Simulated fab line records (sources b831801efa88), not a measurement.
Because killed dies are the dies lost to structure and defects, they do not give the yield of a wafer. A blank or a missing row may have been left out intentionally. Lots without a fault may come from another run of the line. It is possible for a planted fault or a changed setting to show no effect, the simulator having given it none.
Code-filled problem report in 8D (eight disciplines) form ; flow gf180mcu ; the parts of the form that need people (team, actions taken, sign-off) are left out

1. WHAT IS WRONG
Mean HV_LDD_TW at GF_HV_LDD_TW_MEAS_11: 2246 over 2 wafers in 2 lots; fault-free wafers: 2428, standard deviation 13. Measured from the usual mean, that is -14 standard deviations.
Earliest sighting: wafer L561.3 on filmMetro-02 at day 12 11:40. The record has a number at this step for 35 wafers belonging to 12 lots. By rule, "out" or "out of limits" means more than 4 standard deviations away from the usual mean. The other wafers with a number count as sound.

2. WHAT IT IS; WHAT IT IS NOT
question;is;is not
which readings at this step;HV_LDD_TW;-
which lots;L561, L562;L553, L554, L555, L557, L558, L559, L572, L573, L574, L575
which wafers of those lots;L561.3, L562.2;L561.4, L561.5, L562.5
read on which gauges;filmMetro-02;filmMetro-03
when;from day 12 11:40;"up to then (20 sound wafers); but 13 sound wafers of L562, L572, L573, L574, L575 came after"

3. THE SUSPECTS, EACH WITH WHAT RULES IT OUT
Counting: if a tool at a process step up to the reading ran every lot that is out, it stays a suspect. Sound lots after the first of them don't rule it out here, since some wafers of a struck lot are sound.
- the gauge at GF_HV_LDD_TW_MEAS_11 has been ruled out. All the wafers that are out were read on filmMetro-02, but those of them that GF_HV_LDD_IMPLANT_09 has rows for are out there too, on other tools.
- implanter-04 at GF_HV_LDD_IMPLANT_09: kept. Every lot that is out went through it, the first being L561 (day 12 11:26); the last sound lot it ran before that was L559 (day 11 21:56). On those wafers its own readings are out: beamOnS, faradayCurrentUA.
Left after counting: implanter-04 at GF_HV_LDD_IMPLANT_09.

4. THE CAUSE (what the simulator had put in)
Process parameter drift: implanter-04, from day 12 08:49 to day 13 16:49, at GF_HV_LDD_IMPLANT_09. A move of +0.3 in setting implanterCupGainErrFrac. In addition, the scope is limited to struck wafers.
Counting left only this tool.

5. SEQUENCE OF EFFECTS, ordered by route
Each row: a reading where the mean over the struck wafers with a number is more than 3 standard deviations away from the usual. Readings are gone through only where the record gives a usual standard deviation; hours: the median, over the lots, of the time from a lot's start at the first step in this table giving one to that lot's start at this step; sigmas: the change measured in usual standard deviations.
hours;step;reading;usual;on struck wafers;change;sigmas
0;GF_HV_LDD_IMPLANT_09;beamOnS;10.02 s;7.62;-2.39;-13
0;GF_HV_LDD_IMPLANT_09;faradayCurrentUA;562;740;+178;+18
0;GF_HV_LDD_TW_MEAS_11;HV_LDD_TW;2428;2246;-182;-14
62;GF_HV_LDD_RS_MEAS_53;HV_LDD_RS;418.4 ohm/sq;468.9;+50.5;+42
It contains these process steps:
- GF_HV_LDD_IMPLANT_09
Later measuring or inspecting steps at which every struck wafer that the step has a row for has a number for every such reading, and none has moved that far: GF_NSD_OVL_MEAS_08.

6. WHAT WOULD HAVE CAUGHT IT SOONER
Counted from the fault's start at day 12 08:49, it took 3 hours until the first out-of-limits reading at a measuring or inspecting step in this record, taken at day 12 11:40.
At GF_HV_LDD_IMPLANT_09, the tool's own readings (beamOnS, faradayCurrentUA) were out on each struck wafer the step has a row for, so an alarm limit on them would have fired on the first such wafer.
Lots out: 2; of these, L562 started GF_HV_LDD_IMPLANT_09 on implanter-04 after day 12 11:40. Had the tool been put on hold then, it would have been spared.
